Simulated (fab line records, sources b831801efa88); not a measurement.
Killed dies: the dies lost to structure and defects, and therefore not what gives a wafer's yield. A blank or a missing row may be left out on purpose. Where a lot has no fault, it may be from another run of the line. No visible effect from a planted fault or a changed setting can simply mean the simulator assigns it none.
Problem report, 8D (eight disciplines) form, completed by code ; flow sky130 ; the parts of the form that need people (team, actions taken, sign-off) are left out

== 1. PROBLEM STATEMENT ==
Mean CAPM_TIN_RS at SKY_CAPM_RS_MEAS_03: 11.47 ohm/sq over 6 wafers in 2 lots; fault-free wafers: 6.91 ohm/sq, standard deviation 0.074. Measured from the usual mean, that is +62 standard deviations.
The step: measures by four-point-probe.
Earliest sighting: wafer L542.1 on film-metro-01 at day 39 07:22. The record has a number at this step for 27 wafers belonging to 9 lots. Rule for "out", or "out of limits": more than 4 standard deviations from the usual mean. All remaining wafers that have a number are taken as sound.

== 2. WHAT IT IS, AND WHAT IT ISN'T ==
question;is;is not
which readings at this step;CAPM_TIN_RS;-
which lots;L541, L542;L534, L536, L548, L549, L552, L554, L555
which wafers of those lots;all that have a number;-
read on which gauges;film-metro-01;film-metro-02, film-metro-04
when;from day 39 07:22;"up to then (6 sound wafers); but 15 sound wafers of L548, L549, L552, L554, L555 came after"

== 3. SUSPECTS, AND WHAT RULES EACH OUT ==
Counting: any tool at a process step up to the reading is kept as a suspect provided that every lot that is out went through it and no sound lot did after the first of them.
- ruled out: the gauge at SKY_CAPM_RS_MEAS_03. All the wafers that are out were read on film-metro-01, but those of them that SKY_CAPM_SPUTTER_02 has rows for are out there too, on other tools.
- pvd-sputter-04 at SKY_METAL3_SPUTTER_00 (material Ti, target thk 15 nm, time 10 s): ruled out as a lasting fault. Sound lots L554 ran on it after its first lot that is out, L542 (day 39 07:01).
- pvd-sputter-04 at SKY_METAL3_SPUTTER_04 (material TiN, target thk 70 nm, time 58.3 s): ruled out as a lasting fault. Sound lots L554 ran on it after its first lot that is out, L542 (day 39 07:08).
- pvd-sputter-03 at SKY_CAPM_SPUTTER_02 (material TiN, target thk 200 nm, time 166.7 s): ruled out as a lasting fault. Sound lots L552, L554, L555 ran on it after its first lot that is out, L542 (day 39 07:16).
Left after counting: nothing in the record.

== 4. THE CAUSE (what the simulator had put in) ==
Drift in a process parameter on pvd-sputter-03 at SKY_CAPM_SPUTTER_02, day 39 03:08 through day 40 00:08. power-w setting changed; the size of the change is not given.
The count ruled it out by mistake, since the rule takes a fault to strike every lot its tool runs from the start of the fault on, and this one did not do so.

== 5. SEQUENCE OF EFFECTS, ordered by route ==
Each row: a reading whose mean over the struck wafers that have a number lies more than 3 standard deviations from the usual. Only readings whose record carries a usual standard deviation are examined. hours: median over the lots of the time between each lot's start at the first step of this table that gives one and its start at this step. sigmas: the change, counted in usual standard deviations.
hours;step;reading;usual;on struck wafers;change;sigmas
0;SKY_CAPM_SPUTTER_02;cathode-dc-power-W;6500.0 W;3934.9;-2565.1;-99 or more
0;SKY_CAPM_RS_MEAS_03;CAPM_TIN_RS;6.91 ohm/sq;11.47;+4.56;+62
0;SKY_CAPM_THK_MEAS_04;CAPM_TIN_THK;201.6 nm;122.3;-79.2;-34
25;SKY_CAPM_METAL_ETCH_13;oes-product-au;0.942 a.u.;0.722;-0.220;-30
25;SKY_CAPM_METAL_ETCH_13;throttle-valve-pct;21.903 %;22.041;+0.138;+14
It contains these process steps:
- SKY_CAPM_SPUTTER_02: material TiN, target thk 200 nm, time 166.7 s.
- SKY_CAPM_METAL_ETCH_13: etches TiN in Cl2/BCl3, stops on SiO2, target depth 220 nm, time 62.9 s.

== 6. HOW IT WOULD HAVE BEEN CAUGHT EARLIER ==
Counted from the fault's start at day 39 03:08, it took 4 hours until the first out-of-limits reading at a measuring or inspecting step in this record, taken at day 39 07:22.
Tool's own readings at SKY_CAPM_SPUTTER_02, cathode-dc-power-W: out on all struck wafers the step has rows for; an alarm limit on them would have tripped on the first.
